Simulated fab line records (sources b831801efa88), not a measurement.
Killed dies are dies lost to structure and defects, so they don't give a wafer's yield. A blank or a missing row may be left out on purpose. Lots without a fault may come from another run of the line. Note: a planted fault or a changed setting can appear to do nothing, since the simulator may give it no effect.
Which tool was responsible? | flow gf180mcu | 36 wafers sampled from 12 lots at 1 step of a route of 602

## WHAT EACH GAUGE READ, for each wafer
GF_M2_CD_MEAS_14: target cd 280 nm.
lot  | measured     | on       | cdNm (nm)
L075 | day 19 11:50 | cdSem-02 | 277.5 278.6 278.1
L077 | day 20 11:19 | cdSem-02 | 277.7 278.2 277.7
L079 | day 21 05:54 | cdSem-02 | 278.7 279.6 279.3
L081 | day 21 20:32 | cdSem-02 | 279.9 279.7 279.8
L083 | day 22 11:53 | cdSem-02 | 280.9 279.7 281.0
L085 | day 23 03:41 | cdSem-01 | 280.6 280.2 280.0
L087 | day 24 02:30 | cdSem-01 | 281.4 281.5 282.7
L089 | day 24 22:54 | cdSem-02 | 280.9 280.3 280.7
L091 | day 25 08:14 | cdSem-02 | 279.9 279.9 282.0
L093 | day 26 05:52 | cdSem-01 | 280.6 279.5 279.5
L096 | day 26 21:55 | cdSem-01 | 278.8 279.7 281.1
L097 | day 27 00:32 | cdSem-01 | 280.8 280.3 280.3

## TOOL THAT RAN EACH LOT (tool first, then ch and the chambers of the sampled wafers, then the start)
No process step before these readings appears in the record.

## THE ANSWER, worked out from the rows above alone
Rule: what is usual is taken from the lots themselves. The widest of any qualifying gaps counts: lots, ordered by their means at a reading, are off when they make up no more than a third of the lots, leave a main group of 4 or more, and stand apart from it by 3 or more times the standard deviation of that group's means. The tables above print the reading to a certain number of digits; a main group whose means all agree to those digits is not used. A lot without any number at a reading at which 4 lots or more have one is off too. All remaining lots with rows at the step are treated as sound.
No lot is off on any of the readings shown, so nothing can be concluded from this.

## WHAT THE SIMULATOR HAD PUT IN
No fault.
